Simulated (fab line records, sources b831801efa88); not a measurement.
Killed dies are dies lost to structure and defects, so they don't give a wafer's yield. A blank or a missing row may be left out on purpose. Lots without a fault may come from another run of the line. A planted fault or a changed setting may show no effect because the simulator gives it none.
Chamber matching | flow sky130 | SKY_VIA4_CMP_21 on cmp-02: 4 sister chambers
The step polishes, stops on SiO2, t overpolish 25 s, target thk 0 nm. 4 wafers are shown with their chamber, then 7 later ones without.

WAFERS WITH THEIR CHAMBER
wafer  | chamber | motor_current_A (A)
L569.1 | 3       | 10.3
L569.4 | 1       | 12.9
L575.1 | 2       | 10.7
L575.4 | 0       | 12.0

WAFERS WITHOUT THEIR CHAMBER
wafer  | motor_current_A (A)
L575.5 | 10.2
L581.1 | 12.0
L581.3 | 10.4
L581.6 | 11.5
L582.2 | 11.2
L582.3 | 12.6
L582.4 | 10.2

WHICH CHAMBER EACH WENT THROUGH
wafer  | from the rows above          | in truth
L575.5 | can't be placed: 3 or 2      | 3
L581.1 | 0                            | 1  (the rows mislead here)
L581.3 | can't be placed: 3 or 2      | 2
L581.6 | can't be placed: 0 or 2      | 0
L582.2 | can't be placed: 2 or 0 or 3 | 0
L582.3 | can't be placed: 1 or 0      | 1
L582.4 | can't be placed: 3 or 2      | 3
Placed correctly: 0 of 7. Can't be placed from these rows: 6 (the true chamber is among the candidates in 6). Placed wrongly: 1.
How it was worked out, from the rows above alone: a wafer's distance from a chamber is the root of the sum, over the readings, of the square of ((its reading less the chamber's mean) divided by the reading's scatter). The wafer belongs to the nearest chamber; if the next one is less than 2 further off, it can't be placed. A chamber's mean is the mean of its shown wafers. The scatter: with one shown wafer a chamber, the root of the mean of the squares of how far each hidden wafer lies from its nearest shown one.
